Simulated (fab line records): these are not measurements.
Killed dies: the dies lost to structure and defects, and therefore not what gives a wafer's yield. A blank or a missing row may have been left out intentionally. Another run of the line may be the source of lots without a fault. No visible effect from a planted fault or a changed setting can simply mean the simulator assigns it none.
What tool caused it? -- flow gf180mcu -- Sampling: 15 lots, 45 wafers, 6 of 602 route steps

## WHAT THE GAUGES READ, wafer by wafer
GF_VT_IMPLANT_OVL_MEAS_29. Usual: VT_IMPLANT_02_OVL 0.0 nm, standard deviation 1.4.
lot,measured,on,VT_IMPLANT_02_OVL (nm),flag
L320,day 7 04:40,overlay-02,1.5 2.1 0.9,
L321,day 7 09:55,overlay-01,-0.8 -0.7 -0.3,
L323,day 7 21:13,overlay-01,0.2 -0.6 -0.1,
L324,day 8 07:10,overlay-01,-1.1 -1.2 -0.8,
L325,day 8 11:09,overlay-02,0.1 0.0 -0.7,
L326,day 8 18:49,overlay-01,0.1 1.0 0.8,
L327,day 9 02:37,overlay-02,-2.2 1.1 2.7,
L328,day 9 06:24,overlay-01,0.8 -1.1 -0.3,
L329,day 9 14:16,overlay-02,-1.2 -2.4 0.7,
L330,day 9 21:09,overlay-02,-0.3 -1.8 -0.2,
L331,day 10 02:46,overlay-01,0.1 -0.6 -1.2,
L332,day 10 12:26,overlay-01,- - -0.5,
L333,day 10 17:10,overlay-01,-0.4 - -1.0,
L334,day 11 00:49,overlay-02,- 1.5 -,
L342,day 13 07:19,overlay-01,-0.6 -1.3 -1.2,

GF_VT_IMPLANT_TW_MEAS_32. Usual: VT_IMPLANT_3_TW 267.4, standard deviation 2.2.
lot,measured,on,VT_IMPLANT_3_TW,flag
L320,day 7 04:57,film_metro-03,265.2 265.9 266.3,
L321,day 7 10:13,film_metro-01,266.7 266.4 267.0,
L323,day 7 21:30,film_metro-03,264.9 265.5 265.1,
L324,day 8 07:28,film_metro-04,268.1 267.3 267.4,
L325,day 8 11:26,film_metro-03,268.2 266.8 268.5,
L326,day 8 19:06,film_metro-04,268.9 268.1 268.8,
L327,day 9 02:55,film_metro-01,269.0 267.0 269.6,
L328,day 9 06:41,film_metro-03,263.3 264.4 264.3,
L329,day 9 14:33,film_metro-01,270.2 269.5 269.8,
L330,day 9 21:26,film_metro-03,264.5 263.9 264.6,
L331,day 10 03:04,film_metro-03,263.5 263.5 263.3,
L332,day 10 12:44,film_metro-04,30.2 30.2 269.4,OFF
L333,day 10 17:28,film_metro-01,266.8 30.0 266.8,OFF
L334,day 11 01:06,film_metro-04,30.2 267.0 29.9,OFF
L342,day 13 07:36,film_metro-01,266.7 267.6 267.7,

GF_HV_LDD_CD_MEAS_07: target cd 400 nm. Usual: cd_nm at 399.5 nm, with a standard deviation of 2.
lot,measured,on,cd_nm (nm),flag
L320,day 10 08:06,cd_sem-02,399.9 400.1 400.0,
L321,day 10 14:33,cd_sem-01,397.6 398.2 395.7,
L323,day 11 02:58,cd_sem-01,400.2 400.6 402.1,
L324,day 11 13:46,cd_sem-01,402.3 400.1 401.7,
L325,day 11 21:15,cd_sem-02,398.0 396.7 395.4,
L326,day 12 03:45,cd_sem-01,399.4 396.2 396.4,
L327,day 12 11:11,cd_sem-01,403.0 400.7 401.0,
L328,day 12 16:45,cd_sem-02,400.4 399.9 401.2,
L329,day 13 01:18,cd_sem-02,399.5 398.8 399.1,
L330,day 13 08:30,cd_sem-02,398.0 398.1 398.2,
L331,day 13 16:11,cd_sem-01,400.8 400.1 400.9,
L332,day 14 02:57,cd_sem-02,398.4,
L333,day 14 06:34,cd_sem-02,398.7 399.0,
L334,day 14 17:31,cd_sem-01,398.1,
L342,day 17 04:32,cd_sem-02,401.4 399.9 400.2,

GF_HV_LDD_OVL_MEAS_32. Usual: HV_LDD_02_OVL 0.7 nm, standard deviation 1.2.
lot,measured,on,HV_LDD_02_OVL (nm),flag
L320,day 11 21:40,overlay-02,-0.8 0.1 -1.0,
L321,day 12 04:49,overlay-01,0.9 0.3 0.9,
L323,day 12 17:17,overlay-01,-0.7 -0.6 0.7,
L324,day 13 05:11,overlay-01,0.5 -0.1 -0.8,
L325,day 13 13:08,overlay-02,2.1 1.6 2.0,
L326,day 13 19:44,overlay-02,3.8 2.1 1.2,
L327,day 14 04:23,overlay-01,1.8 1.0 0.6,
L328,day 14 09:52,overlay-01,-0.8 -0.7 1.8,
L329,day 14 20:04,overlay-02,0.0 -1.0 0.6,
L330,day 15 02:16,overlay-01,0.6 0.5 1.7,
L331,day 15 10:49,overlay-02,0.2 0.4 2.1,
L332,day 15 22:16,overlay-01,-0.6,
L333,day 16 02:32,overlay-02,1.8 -0.3,
L334,day 16 13:09,overlay-02,-0.2,
L342,day 19 03:30,overlay-02,0.8 2.1 1.7,

GF_HV_LDD_OVL_MEAS_47. Usual: HV_LDD_03_OVL 1.1 nm, standard deviation 1.3.
lot,measured,on,HV_LDD_03_OVL (nm),flag
L320,day 12 18:01,overlay-01,2.0 0.8 0.9,
L321,day 13 00:56,overlay-01,0.4 0.9 0.3,
L323,day 13 13:52,overlay-01,0.8 -0.2 1.1,
L324,day 14 02:40,overlay-02,0.9 -0.9 -0.1,
L325,day 14 10:16,overlay-01,4.9 2.4 4.2,
L326,day 14 17:17,overlay-02,1.2 1.8 1.0,
L327,day 15 01:59,overlay-02,1.2 3.1 1.5,
L328,day 15 07:44,overlay-02,1.7 1.6 0.6,
L329,day 15 18:20,overlay-02,3.2 3.2 1.2,
L330,day 16 00:44,overlay-02,0.1 1.6 1.2,
L331,day 16 09:32,overlay-01,-1.4 0.2 1.2,
L332,day 16 21:03,overlay-01,1.2,
L333,day 17 01:58,overlay-01,0.5 1.3,
L334,day 17 13:00,overlay-01,0.5,
L342,day 20 04:49,overlay-02,0.2 0.6 -0.9,

## EACH LOT AND THE TOOL THAT RAN IT (in order: tool; ch and the chambers of the sampled wafers; start)
lot,GF_VT_IMPLANT_DEVELOP_28
L320,"litho_track-01 ch 0, day 7 04:31"
L321,"litho_track-03 ch 0, day 7 09:46"
L323,"litho_track-03 ch 0, day 7 21:04"
L324,"litho_track-01 ch 0, day 8 07:02"
L325,"litho_track-04 ch 0, day 8 11:00"
L326,"litho_track-03 ch 0, day 8 18:40"
L327,"litho_track-04 ch 0, day 9 02:30"
L328,"litho_track-04 ch 0, day 9 06:15"
L329,"litho_track-03 ch 0, day 9 14:07"
L330,"litho_track-04 ch 0, day 9 21:00"
L331,"litho_track-03 ch 0, day 10 02:38"
L332,"litho_track-03 ch 0, day 10 12:20"
L333,"litho_track-03 ch 0, day 10 17:02"
L334,"litho_track-03 ch 0, day 11 00:40"
L342,"litho_track-01 ch 0, day 13 07:10"
- GF_VT_IMPLANT_DEVELOP_28: develop time 60 s.

## AS READ BY THE TOOLS THEMSELVES (means over the sampled wafers that have a number; for cases with no such wafer, the mark the record gives instead)
The record holds no such reading with a usual standard deviation.

## THE ANSWER, worked out from the rows above alone
Rule: lot off if the mean of its wafers having a number is beyond 3 standard deviations from the usual mean. Also off: a lot with no number at a reading for which 4 or more lots have one. Where the step has rows for the other lots, those lots are counted as sound. First the gauges in route order, then the tools' own readings, where a lot's mean is used as printed above. The first step at which some lot is off is used, and at that step the reading that is off furthest; a lot without a number counts as furthest.
Off: at GF_VT_IMPLANT_TW_MEAS_32 (VT_IMPLANT_3_TW), L332, L333, L334.
A tool fits if, at a process step before that reading, it ran every lot that is off, and no sound lot after the first of them. Gauges at GF_VT_IMPLANT_TW_MEAS_32: tried the same way as those tools. One candidate fits, namely litho_track-03 at GF_VT_IMPLANT_DEVELOP_28. Its last sound lot is L331 (day 10 02:38), its first lot that is off L332 (day 10 12:20): a fault that began between those two fits.

## WHAT HAD BEEN PUT IN BY THE SIMULATOR
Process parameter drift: litho_track-03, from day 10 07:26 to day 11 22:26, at GF_VT_IMPLANT_DEVELOP_28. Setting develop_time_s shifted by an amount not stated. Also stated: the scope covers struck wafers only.
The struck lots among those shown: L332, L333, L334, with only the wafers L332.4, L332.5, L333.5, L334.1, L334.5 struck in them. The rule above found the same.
